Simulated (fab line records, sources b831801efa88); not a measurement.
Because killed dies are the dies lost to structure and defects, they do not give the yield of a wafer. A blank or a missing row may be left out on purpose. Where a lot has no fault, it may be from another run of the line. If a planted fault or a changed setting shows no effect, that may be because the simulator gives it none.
Chamber matching -- flow gf180mcu -- GF_V2_CMP_26 on cmp-02: 4 sister chambers
The step polishes, stops on SiO2, t overpolish 15 s, target thk 0 nm. 8 wafers are shown with their chamber, then 8 later ones without.

== WAFERS, EACH WITH ITS CHAMBER ==
wafer,chamber,overpolish_run_s (s),motor_current_A (A)
L318.3,2,15.030,11.2
L322.2,2,15.033,9.8
L327.1,3,15.002,10.9
L327.5,1,14.998,11.7
L328.1,3,14.994,10.9
L328.3,0,15.002,11.1
L328.4,1,14.997,11.7
L329.2,0,14.998,10.3

== WAFERS WITH NO CHAMBER GIVEN ==
wafer,overpolish_run_s (s),motor_current_A (A)
L329.5,15.014,10.4
L329.6,14.993,10.6
L339.4,14.996,12.2
L339.5,15.010,11.7
L339.6,14.997,11.2
L341.1,15.001,10.7
L341.2,15.002,10.1
L341.3,15.021,10.5

== THE CHAMBER EACH PASSED THROUGH ==
wafer,from the rows above,in truth
L329.5,can't be placed: 0 or 3 or 2 or 1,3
L329.6,can't be placed: 3 or 0 or 1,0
L339.4,can't be placed: 1 or 3 or 0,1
L339.5,can't be placed: 0 or 1 or 3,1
L339.6,can't be placed: 3 or 1 or 0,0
L341.1,can't be placed: 0 or 3 or 1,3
L341.2,can't be placed: 0 or 3 or 1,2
L341.3,2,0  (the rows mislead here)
0 of 8 placed correctly. Unplaceable from these rows: 7, with the true chamber sitting among the candidates in 6. Placed wrongly: 1.
How it was worked out, from the rows above alone: a wafer's distance from a chamber is the root of the sum, over the readings, of the square of ((its reading less the chamber's mean) divided by the reading's scatter). If the next closest chamber is less than 2 further off than the closest, the wafer can't be placed; otherwise it belongs to the closest. For every chamber, the mean is computed from those of its wafers that are shown. The scatter: the root of (the sum of the squares of (reading less its chamber's mean) over the shown wafers, divided by (wafers less chambers)).
